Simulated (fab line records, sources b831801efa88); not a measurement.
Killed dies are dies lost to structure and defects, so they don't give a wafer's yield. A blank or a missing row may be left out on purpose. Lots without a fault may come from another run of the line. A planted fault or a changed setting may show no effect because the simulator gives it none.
A struck lot beside a sound one | flow sky130 | 35 steps out of a route of 708
Sound: wafers L310.4, L310.5, L310.6. Struck: wafer L302.6. (L302.3, L302.5 of the same lot were not struck and are left out.) The cause comes at the end.
At each step with rows: each side's tool, then ch and its chambers, then its first start. Under that, the readings that differ: sound wafers | struck wafers | difference of the means | sigmas: that difference in standard deviations of wafers without a fault.
alike: readings whose means differ by less than 2 such deviations, and words and numbers that are the same on both sides. not compared: withheld readings, readings that some wafer has no value for, bounds like >300 that may hide the same value, and numbers for which the record gives no deviation and whose values overlap.
The two part at a step that has a row with sigmas, a row that says differs or no value, or rows on one side only. Numbers that don't overlap but have no deviation are shown without sigmas and don't part them. A reading that every wafer of one side lacks parts them only if that side has two wafers or more.

first, 9 steps without rows for these wafers: SKY_VIA2_SPUTTER_20 (material TiN, target thk 20 nm, time 80 s); SKY_VIA2_CVD_21 (deposits W, target thk 420 nm, time 126.4 s); SKY_VIA2_CMP_24 (polishes, stops on SiO2, t overpolish 20 s, target thk 0 nm); SKY_METAL3_SPUTTER_00 (material Ti, target thk 15 nm, time 10 s); SKY_METAL3_SPUTTER_01 (material TiN, target thk 20 nm, time 16.7 s); SKY_METAL3_SPUTTER_02 (material AlCu, target thk 735 nm, time 39.1 s); SKY_METAL3_SPUTTER_03 (material Ti, target thk 5 nm, time 3.3 s); SKY_METAL3_SPUTTER_04 (material TiN, target thk 70 nm, time 58.3 s); SKY_CAPM_CVD_00 (deposits SiO2, target thk 15.5 nm).
SKY_CAPM_SPUTTER_02: material TiN, target thk 200 nm, time 166.7 s.
  sound on pvd_sputter-04, day 42 20:13; struck on pvd_sputter-03, day 40 18:30
  alike: substrate_temp_c, throttle_valve_pct
then, 24 steps without rows for these wafers: SKY_CAPM_DEHYDRATE_05 (time 60 s); SKY_CAPM_HMDS_06 (prime time 60 s); SKY_CAPM_COAT_07 (resist thk 1140 nm); SKY_CAPM_SOFTBAKE_08 (time 60 s); SKY_CAPM_EXPOSE_09 (exposes mask CAPM, target cd 1000 nm); SKY_CAPM_PEB_10; SKY_CAPM_DEVELOP_11 (develop time 60 s); SKY_CAPM_METAL_ETCH_13 (etches TiN in Cl2/BCl3, stops on SiO2, target depth 220 nm, time 62.9 s); SKY_CAPM_STRIP_14 (strips in O2/N2); SKY_CAPM_STRIP_15 (strips in post etch residue remover, time 1200 s); SKY_CAPM_CLEAN_16 (cleans in IPA, time 180 s); SKY_CAPM_CLEAN_17 (cleans in O3/DIW); SKY_METAL3_DEHYDRATE_05 (time 60 s); SKY_METAL3_HMDS_06 (prime time 60 s); SKY_METAL3_COAT_07 (resist thk 60 nm); SKY_METAL3_COAT_08 (resist thk 1140 nm); SKY_METAL3_SOFTBAKE_09 (time 90 s); SKY_METAL3_EXPOSE_10 (exposes mask MM3, target cd 300 nm); SKY_METAL3_PEB_11; SKY_METAL3_DEVELOP_12 (develop time 60 s); SKY_METAL3_DESCUM_15 (chemistry O2, time 8 s); SKY_METAL3_ETCH_16 (etches BARC in N2/H2, stops on SiO2, time 88.2 s, target depth 60 nm); SKY_METAL3_ETCH_17 (etches SiO2 in C4F8/O2/Ar, stops on TiN, time 3.9 s, target depth 15 nm); SKY_METAL3_METAL_ETCH_18 (etches the open film in Cl2/BCl3, stops on SiO2, target depth 845 nm, time 183.1 s).
-- the record jumps here: 8 days lie between the struck wafers' starts before and after (it left off in module METAL3 and takes up again in module PAD_OPEN, whose first step shown is number 708 of the route) --
SKY_PAD_OPEN_PROBE_99:
  sound on prober-02, day 50 16:43; struck on prober-02, day 49 05:31
  reading                               | sound              | struck | difference | sigmas
  defect_limited_yield (%)              | 84.3 81.5 83.3     | 67.3   | -15.7      | -8
  killed_at_other                       | 0 0 0              | 73     | +73        | +99 or more
  killed_dies                           | 77 91 82           | 161    | +78        | +8
  sort_bin_3_pad_short (%)              | 1.4 1.0 0.6        | 5.1    | +4.1       | +10
  sort_bin_5_function (%)               | 9.1 11.2 11.4      | 19.9   | +9.3       | +6
  sort_bin_6_memory (%)                 | 5.1 6.3 4.7        | 7.7    | +2.3       | +2
  sort_n_pass                           | 415 401 410        | 331    | -78        | -8
  sort_yield_pct (%)                    | 84.3 81.5 83.3     | 67.3   | -15.7      | -8
  model.etest.tester.sort_n_pass        | 415 401 410        | 331    | -78        |
  model.etest.tester.sort_yield_pct (%) | 84.35 81.5 83.33   | 67.28  | -15.78     |
  model.etest.tester.sort_bin_5_pct (%) | 9.146 11.18 11.38  | 19.92  | +9.35      |
  model.etest.tester.sort_bin_3_pct (%) | 1.423 1.016 0.6098 | 5.081  | +4.065     |
  alike: killed_at_M0_to_M3, killed_at_M4_up, killed_at_contacts, killed_at_front_end, killed_open, killed_short

WHERE THEY PART
Only at SKY_PAD_OPEN_PROBE_99, within this record.

WHY: what the simulator had put in
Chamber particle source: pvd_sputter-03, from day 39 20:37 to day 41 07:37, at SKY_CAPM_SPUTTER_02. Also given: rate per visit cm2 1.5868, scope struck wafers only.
